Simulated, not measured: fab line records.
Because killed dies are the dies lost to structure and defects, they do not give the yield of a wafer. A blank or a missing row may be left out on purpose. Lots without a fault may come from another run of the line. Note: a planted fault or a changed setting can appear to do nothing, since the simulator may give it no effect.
The tool behind it: which one? / flow gf180mcu / 21 wafers sampled from 7 lots at 1 step of a route of 602

## WHAT THE GAUGES READ, wafer by wafer
GF_STI_BOW_MEAS_00.
lot=L718; measured=day 1 20:01; on=film-metro-03; INCOMING_BOW (um)=4 -8 5
lot=L720; measured=day 2 06:00; on=film-metro-01; INCOMING_BOW (um)=4 -4 2
lot=L723; measured=day 2 21:00; on=film-metro-02; INCOMING_BOW (um)=-3 -2 -5
lot=L725; measured=day 3 07:00; on=film-metro-01; INCOMING_BOW (um)=-7 3 3
lot=L732; measured=day 4 18:01; on=film-metro-02; INCOMING_BOW (um)=-8 1 0
lot=L737; measured=day 5 19:00; on=film-metro-02; INCOMING_BOW (um)=-8 -3 0
lot=L739; measured=day 6 05:00; on=film-metro-02; INCOMING_BOW (um)=4 5 5

## WHAT TOOL EACH LOT RAN ON (gives the tool, then ch and the chambers of the sampled wafers, and finally the start)
There is no process step in the record ahead of these readings.

## THE ANSWER, worked out from the rows above alone
Rule: the usual values come from the lots themselves. Put in order of their means at a reading, lots are off if they are a third of the lots or fewer, leave a main group of 4 or more, and stand apart from it by a gap of 3 or more times the standard deviation of the main group's means; of several such gaps the widest counts. The tables above print the reading to a certain number of digits; a main group whose means all agree to those digits is not used. A lot without any number at a reading at which 4 lots or more have one is off too. Where the step has rows for the other lots, those lots are counted as sound.
Nothing can be told from this: no lot is off at any reading shown.

## WHAT THE SIMULATOR PUT IN
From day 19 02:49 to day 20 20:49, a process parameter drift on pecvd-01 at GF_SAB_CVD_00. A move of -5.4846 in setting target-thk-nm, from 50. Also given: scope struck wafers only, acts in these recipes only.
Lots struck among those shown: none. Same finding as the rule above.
